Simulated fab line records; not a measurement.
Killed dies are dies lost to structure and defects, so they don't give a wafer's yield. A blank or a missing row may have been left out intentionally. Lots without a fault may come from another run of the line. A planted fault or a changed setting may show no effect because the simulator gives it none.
2 desks, one fault ; flow gf180mcu ; each desk holds nothing but its own numbers, with what lay behind them at the end

AT THE METROLOGY DESK
Lot by lot, what the gauges showed, no matter which tool ran the lot: averages of those sampled wafers that carry a number. Any lot whose mean is over 4 standard deviations away from the usual mean is out of limits and marked OUT; that distance is given in the brackets. It has 9 readings; the 7 that lie furthest out on some lot are the ones shown.
Columns: A = V2_W_THK at GF_V2_THK_MEAS_25, usual 349 nm; B = M3_ALCU_RS at GF_M3_RS_MEAS_05, usual 0.0695 ohm/sq; C = M3_ALCU_THK at GF_M3_THK_MEAS_06, usual 459 nm; D = cd nm at GF_M3_CD_MEAS_14, usual 279.8 nm; E = M3_OVL at GF_M3_OVL_MEAS_15, usual 1 nm; F = V3_CVD_00_THK at GF_V3_THK_MEAS_01, usual 597 nm; G = V3_CVD_02_THK at GF_V3_THK_MEAS_03, usual 851 nm
lot;first seen here;A;B;C;D;E;F;G
L126;day 23 05:06;340;0.0696;459;279.6;-6;591;836
L127;day 23 10:01;342;0.0703;455;280.4;-6;600;863
L130;day 24 07:07;357;0.0685;464;279.8;4;585;854
L136;day 26 12:25;350;0.0681;460;280.7;-4;591;862
L139;day 27 02:14;343;0.0685;461;280.5;6;608;852
L142;day 28 01:50;352;0.0707;449;277.4;-5;588;856
Finding of this desk: none of the 6 lots has anything out of limits.

AT THE TOOL OWNER'S DESK: pvd sputter-02
At GF_M3_SPUTTER_04 (material TiN, target thk 50 nm, time 41.7 s) the tool's own readings: per lot run on this tool, the mean of the sampled wafers that have a number. Any lot whose mean is over 4 standard deviations away from the usual mean is out of limits and marked OUT; that distance is given in the brackets.
Columns: A = throttle valve pct at GF_M3_SPUTTER_04, usual 29.7 %
lot;first seen here;A
L126;day 23 05:49;29.6
L127;day 23 10:37;29.0
L130;day 24 07:46;29.8
L136;day 26 13:03;29.7
L139;day 27 02:52;29.5
Finding of this desk: none of the 5 lots has anything out of limits.

PUT TOGETHER
At the metrology desk, nothing out of limits was observed.
The tool owner's desk saw nothing out of limits.

WHAT WAS PUT IN BY THE SIMULATOR
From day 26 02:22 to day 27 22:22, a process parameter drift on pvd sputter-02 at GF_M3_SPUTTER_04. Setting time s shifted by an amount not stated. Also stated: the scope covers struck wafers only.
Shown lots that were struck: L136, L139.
